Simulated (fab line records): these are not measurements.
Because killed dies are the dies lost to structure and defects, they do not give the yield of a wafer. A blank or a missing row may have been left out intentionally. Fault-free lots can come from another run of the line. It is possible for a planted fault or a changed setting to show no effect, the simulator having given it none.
Which tool did it? :: flow gf180mcu :: 6 lots with 18 wafers sampled at 4 steps, on a route of 602 steps

## WHAT THE GAUGES READ, wafer by wafer
GF_M5_OVL_MEAS_08.
lot: L190
measured: day 26 13:49
on: overlay-01
M5_OVL (nm): 12 4 5

lot: L192
measured: day 27 01:40
on: overlay-02
M5_OVL (nm): 14 5 3

lot: L195
measured: day 28 01:49
on: overlay-01
M5_OVL (nm): -4 6 3

lot: L197
measured: day 28 20:01
on: overlay-01
M5_OVL (nm): 6 -1 3

lot: L199
measured: day 29 08:28
on: overlay-01
M5_OVL (nm): 6 1 11

lot: L201
measured: day 29 22:19
on: overlay-01
M5_OVL (nm): -3 0 9

## EACH LOT AND THE TOOL THAT RAN IT (in order: tool; ch and the chambers of the sampled wafers; start)
lot: L190
GF_SALICIDE_SPUTTER_03: pvd_sputter-02, day 15 11:13
GF_V3_SPUTTER_22: pvd_sputter-02, day 22 17:50
GF_M4_STRIP_17: plasma_asher-03 ch 0,1, day 23 17:28

lot: L192
GF_SALICIDE_SPUTTER_03: pvd_sputter-01, day 15 22:47
GF_V3_SPUTTER_22: pvd_sputter-03, day 23 06:20
GF_M4_STRIP_17: plasma_asher-03 ch 0,1, day 24 05:48

lot: L195
GF_SALICIDE_SPUTTER_03: pvd_sputter-01, day 17 00:24
GF_V3_SPUTTER_22: pvd_sputter-03, day 24 07:59
GF_M4_STRIP_17: plasma_asher-04 ch 0,1, day 25 07:14

lot: L197
GF_SALICIDE_SPUTTER_03: pvd_sputter-02, day 17 19:55
GF_V3_SPUTTER_22: pvd_sputter-01, day 25 02:19
GF_M4_STRIP_17: plasma_asher-03 ch 0,1, day 26 01:33

lot: L199
GF_SALICIDE_SPUTTER_03: pvd_sputter-01, day 18 13:55
GF_V3_SPUTTER_22: pvd_sputter-01, day 25 17:43
GF_M4_STRIP_17: plasma_asher-01 ch 0,1, day 26 16:20

lot: L201
GF_SALICIDE_SPUTTER_03: pvd_sputter-02, day 19 08:17
GF_V3_SPUTTER_22: pvd_sputter-02, day 26 11:01
GF_M4_STRIP_17: plasma_asher-04 ch 0, day 27 08:25
- GF_SALICIDE_SPUTTER_03: material TiN, target thk 20 nm, time 16.7 s.
- GF_V3_SPUTTER_22: material TiN, target thk 10 nm, time 40 s.
- GF_M4_STRIP_17: strips in O2/N2.

## THE ANSWER, worked out from the rows above alone
Rule: usual is defined by the lots themselves. The widest of any qualifying gaps counts: lots, ordered by their means at a reading, are off when they make up no more than a third of the lots, leave a main group of 4 or more, and stand apart from it by 3 or more times the standard deviation of that group's means. A main group whose means are all the same, to the digits that the tables above print for the reading, isn't used. A lot without any number at a reading at which 4 lots or more have one is off too. All remaining lots with rows at the step are treated as sound.
None of the lots is off at any reading shown; this tells nothing.

## WHAT THE SIMULATOR HAD INSERTED
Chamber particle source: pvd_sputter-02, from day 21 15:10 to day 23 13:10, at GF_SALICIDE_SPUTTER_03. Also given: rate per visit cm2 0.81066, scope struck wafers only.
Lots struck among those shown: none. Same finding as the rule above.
